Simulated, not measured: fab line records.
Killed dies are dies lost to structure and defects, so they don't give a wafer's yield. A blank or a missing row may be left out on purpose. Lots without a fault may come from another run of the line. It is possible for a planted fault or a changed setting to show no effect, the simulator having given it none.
fab line records    flow sfq_line
[record] lots = 6  wafers = 18  last_day = 91
route steps=325 shown L0@12 L0V@16
lots that met no fault: taken from a fault-free run of the same line
start_h: start of the lot's first displayed wafer, in hours after the record's first day    wait_h: hours elapsed since this lot's preceding step    " repeats the value in the row above    L1.1+2: a single row standing in for several wafers    - no value, or no start was given    * or withheld: withheld    < > ~ a bound
route shown NAME@n: a module of which the file shows steps, and the number in the route of the first    usual: mean/standard deviation taken from wafers without a fault    same: alike in all rows    chamber/n: place in a boat    sites: the reading at each site    _std_site: how widely they spread, as a standard deviation    _edge_site: outer sites' mean less inner sites'    radius_mm: for every site, how far away it sits from the centre of the wafer    mask NAME#n: copy n    behind: the last tool/chamber to shape the wafer    hold: reason for holding the lot/hours on hold/outcome of the hold    device: transistor that didn't switch, given as n, p or np    end of line: at the end of the route, the tests of the same wafers    a step given without rows: its recipe and nothing more    killed: the dies lost at the first sort to structure and to defects; this is not the yield of the wafer    map: a wafer's dies, x killed, . not, _ none there
set.NAME: the setting the step ran with; set.NAME@STEP: the setting that earlier step ran with    model.NAME: the simulator's own value behind a step, which no gauge read
certain route steps with their lots: each step a table, each wafer a row
services: a tool's chamber out of use, with start hour (start_h, from the record's first day; less than 0 if before it), hours out, and reason
[[steps]]
[step SFQ_TRILAYER_L0_BARC_OPEN_METAL_ETCH_010]
[recipe] mask_material = PR  chemistry = O2  target_depth_nm = 125  target = BARC  icp_w = 600  bias_w = 80  pressure_mtorr = 10  time_s = 41.7
[usual] bias_w = 80.01/0.26  drypump_motor_current_A = 6.1/0.45  oes_product_au = 0.684/0.0044  run_length_s = 70.4/0.72
[same] time_s = 41.7
lot.wafer  tool          chamber  start_h  wait_h  bias_w  drypump_motor_current_A  oes_product_au  rf_hours_counter_h  run_length_s
L319.1     rie_metal-02  0        89.55    0.1     80.21   6.1                      0.684           5                   70.3
L319.2     "             1        "        "       79.82   5.6                      0.678           112                 70.3
L319.3     "             0        "        "       80.14   6.1                      0.678           -                   69.7
L323.2     rie_metal-02  1        115.95   0.1     79.92   5.6                      0.686           116                 70.5
L323.4     "             0        "        "       80.68   6.0                      0.685           -                   69.6
L323.5     "             1        "        "       79.96   5.6                      0.687           -                   70.3
L329.1     rie_metal-04  0        127.95   0.1     79.90   6.4                      0.684           108                 70.4
L329.2     "             1        "        "       79.89   6.6                      0.685           117                 70.4
L329.5     "             1        "        "       79.83   6.6                      0.681           -                   70.5
L331.2     rie_metal-04  0        130.35   0.1     80.57   6.4                      0.688           109                 70.7
L331.3     "             0        "        "       80.62   6.5                      0.688           -                   70.6
L331.4     "             1        "        "       79.48   6.6                      0.676           -                   70.7
L339.1     rie_metal-01  1        196.59   0.1     79.78   5.6                      0.689           19                  70.1
L339.3     "             0        "        "       80.42   5.3                      0.680           -                   69.7
L339.6     "             1        "        "       79.90   5.6                      0.681           -                   70.1
L340.1     rie_metal-04  1        208.79   0.1     80.03   6.6                      0.687           127                 70.8
L340.3     "             0        "        "       80.13   6.4                      0.689           -                   70.8
L340.6     "             1        "        "       79.63   6.6                      0.686           -                   70.2
[step SFQ_TRILAYER_L0_ETCH_METAL_ETCH_008]
[recipe] target = MoNx_KI  stop_on = SiO2  mask_material = PR  chemistry = SF6/O2  target_depth_nm = 50  icp_w = 600  bias_w = 80  pressure_mtorr = 10  time_s = 25
[usual] bias_w = 79.95/0.24  drypump_motor_current_A = 6.1/0.45  oes_product_au = 0.873/0.007  run_length_s = 53.7/0.72
[same] time_s = 25
lot.wafer  tool          chamber  start_h  wait_h  bias_w  drypump_motor_current_A  oes_product_au  rf_hours_counter_h  run_length_s
L319.1     rie_metal-02  0        89.61    0.0     79.85   6.0                      0.856           5                   53.0
L319.2     "             1        "        "       80.22   5.6                      0.864           112                 53.5
L319.3     "             0        "        "       79.96   6.1                      0.864           -                   52.9
L323.2     rie_metal-02  1        116.01   0.0     80.07   5.6                      0.867           116                 54.0
L323.4     "             0        "        "       79.98   6.0                      0.882           -                   53.1
L323.5     "             1        "        "       80.29   5.6                      0.866           -                   53.7
L329.1     rie_metal-04  0        128.01   0.0     79.72   6.5                      0.876           108                 53.6
L329.2     "             1        "        "       79.61   6.6                      0.876           117                 53.8
L329.5     "             1        "        "       79.30   6.6                      0.875           -                   53.7
L331.2     rie_metal-04  0        130.41   0.0     79.76   6.5                      0.872           109                 53.8
L331.3     "             0        "        "       79.73   6.5                      0.873           -                   54.3
L331.4     "             1        "        "       80.16   6.6                      0.870           -                   53.4
L339.1     rie_metal-01  1        196.65   0.0     79.70   5.6                      0.874           19                  53.8
L339.3     "             0        "        "       80.24   5.4                      0.883           -                   53.0
L339.6     "             1        "        "       79.81   5.6                      0.883           -                   53.7
L340.1     rie_metal-04  1        208.85   0.0     79.72   6.6                      0.882           127                 53.5
L340.3     "             0        "        "       80.04   6.5                      0.878           -                   53.9
L340.6     "             1        "        "       80.21   6.6                      0.888           -                   53.6
[step SFQ_TRILAYER_L0_STRIP_STRIP_009]
[recipe] gas = O2  power_w = 200  platen_temp_c = 40  overash_fraction = 0.65  chemistry = O2  pressure_mtorr = 50
[usual] drypump_motor_current_A = 6.1/0.45  oes_product_au = 0.999/0.01
[same] overash_fraction = 0.65
lot.wafer  tool          chamber  start_h  wait_h  drypump_motor_current_A  oes_product_au  rf_hours_counter_h
L319.1     rie_metal-02  0        89.65    0.0     6.1                      0.990           5
L319.2     "             1        "        "       5.6                      0.999           112
L319.3     "             0        "        "       6.1                      0.989           -
L323.2     rie_metal-02  1        116.05   0.0     5.6                      1.001           117
L323.4     "             0        "        "       6.1                      0.994           -
L323.5     "             1        "        "       5.6                      1.009           -
L329.1     rie_metal-04  0        128.05   0.0     6.5                      1.008           109
L329.2     "             1        "        "       6.6                      1.003           117
L329.5     "             1        "        "       6.5                      1.000           -
L331.2     rie_metal-04  0        130.45   0.0     6.5                      1.013           109
L331.3     "             0        "        "       6.4                      1.015           -
L331.4     "             1        "        "       6.6                      0.991           -
L339.1     rie_metal-01  1        196.70   0.0     5.6                      0.996           19
L339.3     "             0        "        "       5.4                      1.001           -
L339.6     "             1        "        "       5.6                      1.002           -
L340.1     rie_metal-04  1        208.90   0.0     6.6                      0.996           127
L340.3     "             0        "        "       6.4                      1.004           -
L340.6     "             1        "        "       6.6                      0.987           -
[step SFQ_TRILAYER_L0_STRIP_SOLV_CLEAN_010]
[recipe] chemistry = NMP  temp_c = 70  time_s = 600
[step SFQ_TRILAYER_L0_CAP_PECVD_011]
[recipe] material = SiO2  temp_c = 150  time_s = 13.333  pressure_torr = 2.4  rf_w = 183.3  precursor = SiH4/N2O  target_thk_nm = 60
[usual] heater_power_w = 93/15  throttle_valve_pct = 24.6/1
[same] time_s = 13.333
lot.wafer  tool      chamber  start_h  wait_h  heater_power_w  throttle_valve_pct
L319.1     pecvd-03  1        90.60    0.0     75              25.0
L319.2     "         2        "        "       54              24.0
L319.3     "         0        "        "       110             24.6
L323.2     pecvd-02  0        116.83   0.0     96              25.6
L323.4     "         2        "        "       99              24.9
L323.5     "         0        "        "       96              26.1
L329.1     pecvd-04  0        128.83   0.0     98              22.2
L329.2     "         1        "        "       83              23.3
L329.5     "         2        "        "       92              23.1
L331.2     pecvd-04  0        131.23   0.0     94              22.3
L331.3     "         2        "        "       90              23.2
L331.4     "         2        "        "       87              23.2
L339.1     pecvd-02  1        197.47   0.0     95              25.2
L339.3     "         0        "        "       96              26.0
L339.6     "         0        "        "       96              26.1
L340.1     pecvd-02  1        209.67   0.0     95              25.2
L340.3     "         0        "        "       109             26.2
L340.6     "         1        "        "       95              25.1
[step SFQ_TRILAYER_L0_VIA_LITHO_COAT_018]
[recipe] resist = BARC  spin_rpm = 3000  resist_thk_nm = 62
[step SFQ_TRILAYER_L0_VIA_LITHO_COAT_013]
[recipe] resist = KrF  spin_rpm = 3000  resist_thk_nm = 650
[step SFQ_TRILAYER_L0_VIA_LITHO_SOFTBAKE_017]
[recipe] temp_c = withheld  time_s = withheld  resist = KrF
[step SFQ_TRILAYER_L0_VIA_LITHO_EXPOSE_014]
[recipe] mask_id = L0V  na = 0.6  source_shape = conventional  sigma_outer = 0.65  target_cd_nm = 700  dose_mj = 21.3
[step SFQ_TRILAYER_L0_VIA_LITHO_PEB_016]
[recipe] peb_temp_c = 115  peb_time_s = 60  resist = KrF
[step SFQ_TRILAYER_L0_VIA_LITHO_DEVELOP_015]
[recipe] time_s = 60  resist = KrF
[step SFQ_L0V_OVL_MEAS_903]
[usual] L0V_OVL = -1/6
lot.wafer  tool        chamber  start_h  wait_h  L0V_OVL[nm]
L319.1     overlay-02  -        153.92   0.1     -5
L319.2     "           -        "        "       -8
L319.3     "           -        "        "       -7
L323.2     overlay-01  -        185.80   0.1     -2
L323.4     "           -        "        "       -4
L323.5     "           -        "        "       -2
L329.1     overlay-01  -        212.19   0.1     -15
L329.2     "           -        "        "       -15
L329.5     "           -        "        "       -12
L331.2     overlay-01  -        214.60   0.1     -6
L331.3     "           -        "        "       -5
L331.4     "           -        "        "       -8
L339.1     overlay-01  -        307.98   0.1     6
L339.3     "           -        "        "       0
L339.6     "           -        "        "       3
L340.1     overlay-01  -        321.18   0.1     0
L340.3     "           -        "        "       1
L340.6     "           -        "        "       4
[step SFQ_TRILAYER_L0_VIA_BARC_OPEN_VIA_ETCH_021]
[recipe] mask_material = PR  chemistry = O2  target_depth_nm = 125  target = BARC  source_w = 500  bias_w = 80  pressure_mtorr = 30  time_s = 41.7
[usual] bias_w = 79.98/0.24  drypump_motor_current_A = 5.6/0.43  oes_product_au = 0.686/0.0047  run_length_s = 70.1/0.49
lot.wafer  tool         chamber  start_h  wait_h  bias_w  drypump_motor_current_A  oes_product_au  rf_hours_counter_h  run_length_s  model.KrF_of_TRILAYER_L0_VIA_LITHO_COAT_013.thk_nm
L319.1     rie_diel-01  2        153.96   0.0     79.71   5.5                      0.678           16                  70.2          574.8
L319.2     "            3        "        "       80.21   5.4                      0.684           2                   70.0          574.3
L319.3     "            1        "        "       80.36   5.4                      0.678           21                  69.8          573.6
L323.2     rie_diel-01  0        185.83   0.0     80.53   6.2                      0.675           1                   70.0          573.1
L323.4     "            2        "        "       79.94   5.5                      0.684           17                  70.5          572.6
L323.5     "            0        "        "       79.79   6.3                      0.681           -                   70.0          571.9
L329.1     rie_diel-03  0        212.23   0.0     80.32   5.6                      0.685           112                 69.3          568.4
L329.2     "            1        "        "       80.08   5.6                      0.690           6                   70.5          570.1
L329.5     "            1        "        "       79.82   5.6                      0.684           -                   70.8          569.3
L331.2     rie_diel-01  3        214.63   0.0     80.15   5.4                      0.691           4                   70.0          573.1
L331.3     "            1        "        "       80.12   5.4                      0.688           22                  70.0          572
L331.4     "            1        "        "       80.09   5.4                      0.689           -                   70.2          572.8
L339.1     rie_diel-03  2        308.02   0.0     80.30   4.7                      0.686           0                   70.8          580
L339.3     "            3        "        "       -       5.8                      0.800           33                  61.9          584.3
L339.6     "            2        "        "       80.30   4.7                      0.685           -                   70.8          579.6
L340.1     rie_diel-03  2        321.22   0.0     80.27   4.7                      0.687           1                   70.8          577.6
L340.3     "            0        "        "       -       5.5                      0.793           114                 61.7          584
L340.6     "            3        "        "       79.99   5.7                      0.683           -                   69.6          576
[step SFQ_TRILAYER_L0_VIA_ETCH_VIA_ETCH_016]
[recipe] target = SiO2  stop_on = MoNx_KI  mask_material = PR  chemistry = CHF3  target_depth_nm = 80  source_w = 500  bias_w = 80  pressure_mtorr = 30  time_s = withheld
[usual] bias_w = 80.00/0.19  drypump_motor_current_A = 5.6/0.43  oes_product_au = 0.843/0.0073
lot.wafer  tool         chamber  start_h  wait_h  bias_w  drypump_motor_current_A  oes_product_au  model.KrF_of_TRILAYER_L0_VIA_LITHO_COAT_013.thk_nm
L319.1     rie_diel-01  2        153.99   0.0     80.17   5.5                      0.847           561.4
L319.2     "            3        "        "       79.75   5.4                      0.838           560.6
L319.3     "            1        "        "       79.92   5.4                      0.832           559.9
L323.2     rie_diel-01  0        185.87   0.0     79.97   6.2                      0.839           559.5
L323.4     "            2        "        "       79.95   5.5                      0.847           559.1
L323.5     "            0        "        "       79.63   6.3                      0.849           558.2
L329.1     rie_diel-03  0        212.27   0.0     79.99   5.5                      0.831           554.5
L329.2     "            1        "        "       80.10   5.6                      0.844           556.2
L329.5     "            1        "        "       80.24   5.6                      0.840           555.3
L331.2     rie_diel-01  3        214.67   0.0     80.18   5.4                      0.846           559.4
L331.3     "            1        "        "       79.95   5.4                      0.840           558.2
L331.4     "            1        "        "       79.85   5.4                      0.853           559
L339.1     rie_diel-03  2        308.06   0.0     80.10   4.7                      0.821           566.5
L339.3     "            3        "        "       79.73   5.7                      0.830           570.5
L339.6     "            2        "        "       80.05   4.7                      0.847           566.1
L340.1     rie_diel-03  2        321.26   0.0     80.00   4.7                      0.841           563.9
L340.3     "            0        "        "       79.96   5.6                      0.837           570.3
L340.6     "            3        "        "       80.15   5.7                      0.845           562.1
[step SFQ_TRILAYER_L0_VIA_STRIP_STRIP_017]
[recipe] gas = O2  power_w = 200  platen_temp_c = 40  overash_fraction = 0.65  chemistry = O2  pressure_mtorr = 50
[usual] drypump_motor_current_A = 5.8/0.35  oes_product_au = 0.999/0.0072
[same] overash_fraction = 0.65
lot.wafer  tool          chamber  start_h  wait_h  drypump_motor_current_A  oes_product_au  rf_hours_counter_h
L319.1     rie_metal-02  0        154.04   -       6.1                      0.989           16
L319.2     "             1        "        "       5.6                      0.999           122
L319.3     "             0        "        "       6.1                      0.995           -
L323.2     rie_metal-01  0        185.92   -       5.4                      0.997           109
L323.4     "             1        "        "       5.6                      0.998           -
L323.5     "             0        "        "       5.4                      0.995           -
L329.1     rie_metal-01  1        212.32   -       5.6                      0.992           21
L329.2     "             0        "        "       5.4                      0.997           112
L329.5     "             1        "        "       5.6                      0.998           -
L331.2     rie_metal-02  1        214.72   -       5.6                      1.001           130
L331.3     "             0        "        "       6.0                      0.997           -
L331.4     "             1        "        "       5.6                      0.999           -
L339.1     rie_metal-01  1        308.11   -       5.6                      0.998           39
L339.3     "             1        "        "       5.6                      1.004           -
L339.6     "             0        "        "       5.4                      1.000           -
L340.1     rie_metal-01  0        321.31   -       5.4                      1.006           131
L340.3     "             0        "        "       5.4                      1.006           -
L340.6     "             0        "        "       5.4                      1.001           -
[[services]]
tool          chamber  start_h  hours  kind
pecvd-03      0        66.23    22.2   repair
pecvd-02      -        70.12    0.5    repair
rie_diel-03   3        72.86    17.3   repair
pecvd-04      1        85.19    16.3   repair
pecvd-02      1        104.53   19.8   repair
rie_diel-01   3        116.65   4.3    repair
rie_metal-04  -        121.53   1.4    pm
rie_metal-02  -        127.45   1.4    pm
rie_metal-04  0        148.24   13.7   repair
rie_diel-01   3        150.56   2.4    repair
pecvd-04      0        151.89   11.5   repair
pecvd-04      -        168.72   0.5    repair
rie_metal-04  1        179.79   14.2   repair
rie_diel-01   0        213.60   2.6    repair
rie_metal-01  0        219.21   2.0    repair
pecvd-04      1        232.93   5.0    repair
rie_metal-01  -        247.81   2.8    pm
rie_diel-01   -        254.24   1.1    repair
pecvd-04      2        254.49   4.0    repair
pecvd-04      0        288.61   2.8    repair
rie_diel-03   1        290.12   8.9    repair
rie_metal-04  0        294.62   6.7    repair
pecvd-04      2        312.83   6.0    repair
rie_diel-03   1        312.90   13.9   repair
[[key]]
[first_sign] step = SFQ_TRILAYER_L0_VIA_BARC_OPEN_VIA_ETCH_021  reading = oes_product_au  direction = up  sigmas = 24  usual = 0.686  struck = 0.796
[effect] step = SFQ_TRILAYER_L0_VIA_BARC_OPEN_VIA_ETCH_021  reading = run_length_s  direction = down  sigmas = 17  usual = *  struck = *
[model_effect] step = SFQ_TRILAYER_L0_VIA_BARC_OPEN_VIA_ETCH_021  value = KrF_of_TRILAYER_L0_VIA_LITHO_COAT_013.thk_nm  without = 575.2  struck = 584.2
[model_effect] step = SFQ_TRILAYER_L0_VIA_ETCH_VIA_ETCH_016  value = KrF_of_TRILAYER_L0_VIA_LITHO_COAT_013.thk_nm  without = 561.4  struck = 570.4
met_at SFQ_TRILAYER_L0_VIA_BARC_OPEN_VIA_ETCH_021
struck_wafers L339.3,L340.3
onset_between 212.23 308.02
[fault] kind = process_parameter_drift  tool = rie_diel-03  chamber = -  onset_h = 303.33  steps = SFQ_TRILAYER_L0_VIA_BARC_OPEN_VIA_ETCH_021  channel = time_s  offset = *  shape = step  end_h = 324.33  scope = struck_wafers_only  acts_in = *  stated = *
